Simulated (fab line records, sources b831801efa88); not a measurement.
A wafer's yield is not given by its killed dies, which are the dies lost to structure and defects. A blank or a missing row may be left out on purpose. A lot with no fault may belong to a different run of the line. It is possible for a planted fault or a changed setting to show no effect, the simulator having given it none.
Which tool did it?	flow gf180mcu	24 lots with 72 wafers sampled at 5 steps, on a route of 602 steps

WHAT THE GAUGES READ, wafer by wafer
GF_STI_THK_MEAS_04. Usual: STI_CVD_03_THK 207.9 nm, standard deviation 2.
lot	measured	on	STI_CVD_03_THK (nm)	flag
L074	day 1 13:34	film_metro-02	205.6 203.1 205.2	
L075	day 1 18:34	film_metro-03	208.5 208.5 207.7	
L076	day 2 04:13	film_metro-03	204.5 203.4 203.9	
L077	day 2 13:31	film_metro-02	205.1 206.3 205.3	
L078	day 2 13:31	film_metro-03	208.0 207.5 208.5	
L079	day 2 16:13	film_metro-02	209.0 210.0 208.6	
L080	day 2 19:47	film_metro-02	206.4 207.0 208.3	
L081	day 3 00:34	film_metro-02	205.7 206.0 206.4	
L082	day 3 07:19	film_metro-03	207.6 208.1 207.9	
L083	day 3 10:34	film_metro-02	206.6 208.0 207.7	
L084	day 3 16:22	film_metro-02	206.2 206.9 207.0	
L085	day 3 20:34	film_metro-01	208.1 210.2 210.1	
L086	day 4 02:05	film_metro-03	212.4 213.2 213.4	
L087	day 4 07:41	film_metro-02	208.5 209.0 209.9	
L088	day 4 11:34	film_metro-03	208.1 208.4 208.6	
L089	day 4 16:34	film_metro-03	207.5 207.9 208.1	
L090	day 4 21:34	film_metro-02	208.2 208.7 204.5	
L091	day 5 02:40	film_metro-01	205.7 205.8 208.3	
L092	day 5 08:07	film_metro-03	208.5 209.8 209.7	
L093	day 5 13:48	film_metro-03	207.3 206.7 206.1	
L094	day 5 17:34	film_metro-02	211.5 210.6 210.6	
L095	day 6 00:17	film_metro-03	208.6 207.6 207.9	
L096	day 6 05:23	film_metro-01	206.7 204.3 205.5	
L097	day 6 09:34	film_metro-03	211.1 210.6 207.5	

GF_V2_BOW_MEAS_05. Usual: V2_BOW 99 um, standard deviation 8.2.
lot	measured	on	V2_BOW (um)	flag
L074	day 19 18:12	film_metro-03	86 98 91	
L075	day 19 20:42	film_metro-04	96 104 97	
L076	day 20 08:32	film_metro-03	120 105 105	
L077	day 20 21:44	film_metro-01	95 100 94	
L078	day 21 03:02	film_metro-01	88 88 83	
L079	day 21 06:53	film_metro-03	101 113 117	
L080	day 21 13:14	film_metro-04	97 116 109	
L081	day 21 19:00	film_metro-04	91 85 94	
L082	day 22 09:49	film_metro-04	94 98 99	
L083	day 22 15:25	film_metro-03	110 101 103	
L084	day 23 05:44	film_metro-01	98 103 95	
L085	day 23 11:52	film_metro-04	102 91 105	
L086	day 23 18:34	film_metro-04	97 93 95	
L087	day 24 02:56	film_metro-03	103 105 98	
L088	day 24 09:47	film_metro-03	96 90 98	
L089	day 24 16:58	film_metro-01	96 93 99	
L090	day 25 01:20	film_metro-04	112 102 94	
L091	day 25 13:01	film_metro-04	92 86 105	
L092	day 25 19:41	film_metro-01	107 101 102	
L093	day 25 23:55	film_metro-03	89 111 101	
L094	day 26 04:37	film_metro-03	94 96 108	
L095	day 26 19:28	film_metro-04	97 92 95	
L096	day 26 21:33	film_metro-03	98 96 95	
L097	day 27 03:26	film_metro-04	96 100 94	

GF_V3_THK_MEAS_01. Usual: V3_CVD_00_THK 603 nm, standard deviation 6.
lot	measured	on	V3_CVD_00_THK (nm)	flag
L074	day 21 21:22	film_metro-02	600 617 608	
L075	day 21 23:25	film_metro-02	599 608 605	
L076	day 22 10:22	film_metro-02	596 615 615	
L077	day 22 23:25	film_metro-01	606 615 598	
L078	day 23 04:29	film_metro-01	597 602 593	
L079	day 23 07:44	film_metro-02	602 595 604	
L080	day 23 12:54	film_metro-03	597 609 606	
L081	day 23 19:34	film_metro-03	600 608 605	
L082	day 24 09:04	film_metro-02	602 604 601	
L083	day 24 15:04	film_metro-03	600 600 602	
L084	day 25 04:08	film_metro-02	608 593 609	
L085	day 25 09:54	film_metro-03	601 612 595	
L086	day 25 15:56	film_metro-01	605 601 600	
L087	day 26 01:12	film_metro-01	603 600 601	
L088	day 26 06:41	film_metro-03	604 609 611	
L089	day 26 13:09	film_metro-02	608 610 598	
L090	day 26 21:13	film_metro-01	606 601 591	
L091	day 27 09:38	film_metro-01	613 614 602	
L092	day 27 15:33	film_metro-02	601 590 594	
L093	day 27 19:30	film_metro-03	607 607 593	
L094	day 28 00:35	film_metro-02	610 598 608	
L095	day 28 14:10	film_metro-03	594 604 601	
L096	day 28 15:50	film_metro-01	608 607 602	
L097	day 28 21:42	film_metro-01	609 618 610	

GF_V3_THK_MEAS_03. Usual: V3_CVD_02_THK 850 nm, standard deviation 12.
lot	measured	on	V3_CVD_02_THK (nm)	flag
L074	day 21 21:30	film_metro-01	844 861 846	
L075	day 21 23:32	film_metro-02	837 840 850	
L076	day 22 10:30	film_metro-03	825 832 844	
L077	day 22 23:33	film_metro-02	857 868 863	
L078	day 23 04:37	film_metro-02	846 856 864	
L079	day 23 07:52	film_metro-02	842 840 858	
L080	day 23 13:02	film_metro-01	836 861 860	
L081	day 23 19:41	film_metro-02	846 837 850	
L082	day 24 09:12	film_metro-03	829 845 846	
L083	day 24 15:11	film_metro-01	838 854 842	
L084	day 25 04:16	film_metro-01	841 827 850	
L085	day 25 10:02	film_metro-02	850 838 845	
L086	day 25 16:04	film_metro-02	849 836 843	
L087	day 26 01:20	film_metro-03	843 852 851	
L088	day 26 06:49	film_metro-02	858 861 868	
L089	day 26 13:17	film_metro-01	829 855 849	
L090	day 26 21:20	film_metro-03	848 868 862	
L091	day 27 09:46	film_metro-03	845 850 854	
L092	day 27 15:41	film_metro-01	850 863 856	
L093	day 27 19:38	film_metro-02	845 845 846	
L094	day 28 00:43	film_metro-03	832 839 840	
L095	day 28 14:18	film_metro-01	854 868 869	
L096	day 28 15:58	film_metro-01	851 858 865	
L097	day 28 21:50	film_metro-03	856 865 854	

WHICH TOOL RAN EACH LOT (tool, then ch and the chambers of the sampled wafers, then the start)
lot	GF_PSD_STRIP_10
L074	plasma_asher-01 ch 0,1, day 14 14:10
L075	plasma_asher-01 ch 0,1, day 14 18:10
L076	plasma_asher-01 ch 0,1, day 15 03:07
L077	plasma_asher-03 ch 0,1, day 15 16:06
L078	plasma_asher-04 ch 0,1, day 15 20:54
L079	plasma_asher-01 ch 0,1, day 16 01:20
L080	plasma_asher-04 ch 0,1, day 16 06:52
L081	plasma_asher-01 ch 0,1, day 16 11:05
L082	plasma_asher-04 ch 0,1, day 17 02:06
L083	plasma_asher-01 ch 1, day 17 08:03
L084	plasma_asher-03 ch 0,1, day 17 21:44
L085	plasma_asher-01 ch 0,1, day 18 04:35
L086	plasma_asher-01 ch 0,1, day 18 10:51
L087	plasma_asher-04 ch 1, day 18 20:35
L088	plasma_asher-04 ch 0,1, day 19 04:09
L089	plasma_asher-01 ch 0,1, day 19 12:50
L090	plasma_asher-04 ch 0,1, day 19 21:35
L091	plasma_asher-03 ch 0,1, day 20 12:18
L092	plasma_asher-04 ch 0,1, day 20 17:42
L093	plasma_asher-01 ch 0,1, day 20 23:13
L094	plasma_asher-04 ch 0,1, day 21 04:51
L095	plasma_asher-04 ch 0,1, day 21 22:26
L096	plasma_asher-01 ch 0,1, day 22 00:14
L097	plasma_asher-03 ch 0,1, day 22 06:20
- GF_PSD_STRIP_10: strips in O2/N2.

WHAT THE TOOLS THEMSELVES READ (means of the sampled wafers that have a number; where no wafer has one, the mark that the record gives instead)
GF_PSD_STRIP_10. Usual: drypump_motor_current_A 5.4 A, standard deviation 0.43; heater_power_w 349 W, standard deviation 29; oes_product_au 0.591 a.u., standard deviation 0.0045; strip_time_to_endpoint_s 16.53 s, standard deviation 0.034.
lot	tool	drypump_motor_current_A (A)	heater_power_w (W)	oes_product_au (a.u.)	strip_time_to_endpoint_s (s)	flag
L074	plasma_asher-01	5.3	333	0.592	16.52	
L075	plasma_asher-01	5.3	340	0.593	16.59	
L076	plasma_asher-01	5.5	351	0.587	16.49	
L077	plasma_asher-03	4.8	304	0.589	16.55	
L078	plasma_asher-04	5.4	366	0.591	16.56	
L079	plasma_asher-01	5.3	334	0.594	16.54	
L080	plasma_asher-04	5.8	369	0.589	16.53	
L081	plasma_asher-01	5.3	336	0.590	16.57	
L082	plasma_asher-04	5.4	367	0.585	16.50	
L083	plasma_asher-01	5.6	368	0.589	16.50	
L084	plasma_asher-03	4.8	330	0.592	16.55	
L085	plasma_asher-01	5.5	350	0.590	16.49	
L086	plasma_asher-01	5.3	339	0.598	16.55	
L087	plasma_asher-04	6.1	375	0.589	16.52	
L088	plasma_asher-04	5.4	363	0.592	16.54	
L089	plasma_asher-01	5.5	364	0.587	16.58	
L090	plasma_asher-04	5.4	365	0.595	16.51	
L091	plasma_asher-03	4.8	324	0.593	16.47	
L092	plasma_asher-04	5.8	373	0.590	16.53	
L093	plasma_asher-01	5.5	354	0.587	16.51	
L094	plasma_asher-04	5.8	373	0.592	16.48	
L095	plasma_asher-04	5.7	369	0.593	16.53	
L096	plasma_asher-01	5.3	342	0.592	16.48	
L097	plasma_asher-03	4.8	304	0.595	16.54	

THE ANSWER, worked out from the rows above alone
Rule: take the mean of a lot's wafers that have a number; if it is more than 3 standard deviations from the usual mean, the lot is off. A lot without any number at a reading at which 4 lots or more have one is off too. Any other lot the step has rows for is counted as sound. First the gauges in route order, then the tools' own readings, where a lot's mean is used as printed above. The first step at which some lot is off is used, and at that step the reading that is off furthest; a lot without a number counts as furthest.
None of the lots is off at any reading shown; this tells nothing.

WHAT THE SIMULATOR HAD INSERTED
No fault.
